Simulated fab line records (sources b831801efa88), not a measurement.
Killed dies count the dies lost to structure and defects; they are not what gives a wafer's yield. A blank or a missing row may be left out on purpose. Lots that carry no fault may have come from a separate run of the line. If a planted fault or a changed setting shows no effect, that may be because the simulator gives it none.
Matching of chambers ; flow gf180mcu ; GF_CONTACT_CMP_27 on cmp-01: 4 sister chambers
The step polishes, stops on SiO2, t overpolish 15 s, target thk 0 nm. 8 wafers are shown with their chamber, then 7 later ones without.

## EACH WAFER AND ITS CHAMBER
wafer;chamber;motorCurrentA (A);timeToEndpointS (s)
L563.2;1;10.7;72.5
L563.3;0;11.2;72.7
L563.4;2;10.6;72.0
L564.1;1;11.1;75.7
L564.4;3;9.5;77.9
L564.6;2;10.8;73.1
L566.1;0;11.1;78.5
L566.3;3;9.0;75.9

## WAFERS WITHOUT THEIR CHAMBER
wafer;motorCurrentA (A);timeToEndpointS (s)
L566.4;10.9;81.7
L568.1;11.4;77.3
L568.3;9.3;72.0
L568.6;10.6;70.3
L576.2;9.5;76.1
L576.3;11.3;71.2
L576.5;10.9;74.4

## THE CHAMBER EACH PASSED THROUGH
wafer;from the rows above;in truth
L566.4;can't be placed: 0 or 1 or 2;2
L568.1;can't be placed: 0 or 1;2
L568.3;3;3
L568.6;can't be placed: 2 or 1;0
L576.2;3;3
L576.3;can't be placed: 0 or 1 or 2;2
L576.5;can't be placed: 1 or 2 or 0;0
Placed correctly: 2 of 7. Unplaceable from these rows: 5, with the true chamber sitting among the candidates in 3. Number placed wrongly: 0.
How it was worked out, from the rows above alone: a wafer's distance from a chamber is the root of the sum, over the readings, of the square of ((its reading less the chamber's mean) divided by the reading's scatter). The wafer belongs to the nearest chamber; if the next one is less than 2 further off, it can't be placed. The mean given for a chamber averages the wafers shown for that chamber. How the scatter is found: for the shown wafers, subtract from each reading the mean of its chamber, square and add these, divide the total by (wafers less chambers), then take the root.
